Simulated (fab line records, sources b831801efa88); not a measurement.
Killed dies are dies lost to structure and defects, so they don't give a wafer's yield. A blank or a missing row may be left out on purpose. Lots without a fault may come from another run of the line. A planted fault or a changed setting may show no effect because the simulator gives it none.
A struck lot beside a sound one | flow sky130 | 14 steps out of a route of 708
Sound: wafers L269.1, L269.5, L269.6. Struck: wafers L279.3, L279.4, L279.5. The cause comes at the end.
At each step with rows: each side's tool, then ch and its chambers, then its first start. Under that, the readings that differ: sound wafers | struck wafers | difference of the means | sigmas: that difference in standard deviations of wafers without a fault.
alike: readings whose means differ by less than 2 such deviations, and words and numbers that are the same on both sides. not compared: withheld readings, readings that some wafer has no value for, bounds like >300 that may hide the same value, and numbers for which the record gives no deviation and whose values overlap.
The two part at a step that has a row with sigmas, a row that says differs or no value, or rows on one side only. Numbers that don't overlap but have no deviation are shown without sigmas and don't part them. A reading that every wafer of one side lacks parts them only if that side has two wafers or more.

SKY_POLY_GATE_THK_MEAS_21:
  sound on film_metro-02, day 17 00:53; struck on film_metro-02, day 21 21:07
  alike: POLY_GATE_OXIDATION_THK
SKY_POLY_GATE_CD_MEAS_22:
  sound on cd_sem-02, day 17 00:57; struck on cd_sem-02, day 21 21:12
  alike: cd_nm
then, 7 steps without rows for these wafers: SKY_LDD_N_DEHYDRATE_00 (time 60 s); SKY_LDD_N_HMDS_01 (prime time 60 s); SKY_LDD_N_COAT_02 (resist thk 300 nm); SKY_LDD_N_SOFTBAKE_03 (time 60 s); SKY_LDD_N_EXPOSE_04 (exposes mask NTM, target cd 840 nm); SKY_LDD_N_PEB_05; SKY_LDD_N_DEVELOP_06 (develop time 60 s).
SKY_LDD_N_OVL_MEAS_07:
  sound on overlay-02, day 18 06:07; struck on overlay-02, day 23 03:20
  alike: LDD_N_OVL
then, 2 steps without rows for these wafers: SKY_LDD_N_IMPLANT_08; SKY_LDD_N_IMPLANT_09.
SKY_LDD_N_IMPLANT_10:
  sound on implanter-01 ch 0, day 18 06:28; struck on implanter-01 ch 0, day 23 03:42
  reading                   | sound                | struck               | difference | sigmas
  beam_energy_keV           | 20.002 20.005 20.003 | 18.841 18.834 18.838 | -1.166     | -99 or more
  model.implant.rp_nm (nm)  | 16.32 16.32 16.32    | 15.65 15.65 15.65    | -0.67      |
  model.implant.drp_nm (nm) | 7.212 7.212 7.212    | 6.918 6.918 6.918    | -0.294     |
  alike: end_station_pressure_torr, faraday_current_uA
then, 1 step without rows for these wafers: SKY_LDD_N_IMPLANT_11.

WHERE THEY PART
Only at SKY_LDD_N_IMPLANT_10, within this record.

WHY: what the simulator had put in
Process parameter drift: implanter-01, from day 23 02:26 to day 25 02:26, at SKY_LDD_N_IMPLANT_10. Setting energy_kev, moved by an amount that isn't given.
